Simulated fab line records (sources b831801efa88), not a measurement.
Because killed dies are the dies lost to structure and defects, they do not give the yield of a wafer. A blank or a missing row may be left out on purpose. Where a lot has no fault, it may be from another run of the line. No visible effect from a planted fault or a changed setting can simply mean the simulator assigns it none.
Matching of chambers ; flow gf180mcu ; GF_V5_CVD_02 on pecvd-03 has 3 sister chambers
The step deposits SiO2 from TEOS, target thk 1450 nm, time 163.28 s. 3 wafers are shown with their chamber, then 9 later ones without.

## WAFERS PAIRED WITH THEIR CHAMBERS
wafer;chamber;heaterPowerW (W)
L096.1;1;814
L096.2;2;614
L096.3;0;655

## WAFERS WITH NO CHAMBER GIVEN
wafer;heaterPowerW (W)
L096.4;504
L096.5;755
L096.6;708
L097.1;512
L097.2;779
L097.3;805
L097.4;622
L097.5;597
L097.6;844

## CHAMBER TAKEN BY EACH
wafer;from the rows above;in truth
L096.4;can't be placed: 2 or 0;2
L096.5;can't be placed: 1 or 0 or 2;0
L096.6;can't be placed: 0 or 2 or 1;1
L097.1;can't be placed: 2 or 0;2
L097.2;can't be placed: 1 or 0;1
L097.3;1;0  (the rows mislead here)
L097.4;can't be placed: 2 or 0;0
L097.5;can't be placed: 2 or 0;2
L097.6;1;1
Correct placement for 1 of the 9. Not placeable from these rows: 7 (in 7, the candidates include the true chamber). Wrongly placed: 1.
How it was worked out, from the rows above alone: a wafer's distance from a chamber is the root of the sum, over the readings, of the square of ((its reading less the chamber's mean) divided by the reading's scatter). The wafer belongs to the nearest chamber; if the next one is less than 2 further off, it can't be placed. Each chamber's mean is taken over the wafers shown for it. The scatter: with one shown wafer a chamber, the root of the mean of the squares of how far each hidden wafer lies from its nearest shown one.
